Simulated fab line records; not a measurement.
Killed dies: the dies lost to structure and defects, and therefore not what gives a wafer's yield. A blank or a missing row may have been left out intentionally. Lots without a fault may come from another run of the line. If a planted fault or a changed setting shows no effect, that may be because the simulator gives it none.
Chamber matching + flow gf180mcu + GF_V2_ETCH_16 on rieDiel-01 has 4 sister chambers
The step etches BARC in N2/H2. 4 wafers are shown with their chamber, then 8 later ones without.

EACH WAFER AND ITS CHAMBER
| wafer  | chamber | drypumpMotorCurrentA (A) |
|--------|---------|--------------------------|
| L627.6 | 3       | 5.9                      |
| L628.2 | 2       | 5.7                      |
| L628.3 | 1       | 5.2                      |
| L631.1 | 0       | 6.2                      |

WAFERS WITH NO CHAMBER GIVEN
| wafer  | drypumpMotorCurrentA (A) |
|--------|--------------------------|
| L631.2 | 5.2                      |
| L631.4 | 5.8                      |
| L635.1 | 6.2                      |
| L635.2 | 5.7                      |
| L635.5 | 5.9                      |
| L642.3 | 6.2                      |
| L642.4 | 5.7                      |
| L642.5 | 5.7                      |

THE CHAMBER EACH PASSED THROUGH
| wafer  | from the rows above     | in truth |
|--------|-------------------------|----------|
| L631.2 | 1                       | 1        |
| L631.4 | can't be placed: 2 or 3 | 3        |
| L635.1 | 0                       | 0        |
| L635.2 | 2                       | 2        |
| L635.5 | 3                       | 3        |
| L642.3 | 0                       | 0        |
| L642.4 | 2                       | 2        |
| L642.5 | 2                       | 2        |
Placed correctly: 7 of 8. These rows do not allow placing 1 (true chamber among the candidates in 1). 0 placed wrongly.
How it was worked out, from the rows above alone: a wafer's distance from a chamber is the root of the sum, over the readings, of the square of ((its reading less the chamber's mean) divided by the reading's scatter). The wafer belongs to the nearest chamber; if the next one is less than 2 further off, it can't be placed. Each chamber's mean is taken over the wafers shown for it. The scatter (one wafer shown for each chamber): square how far every hidden wafer sits from the nearest shown wafer, average those squares and take the square root.
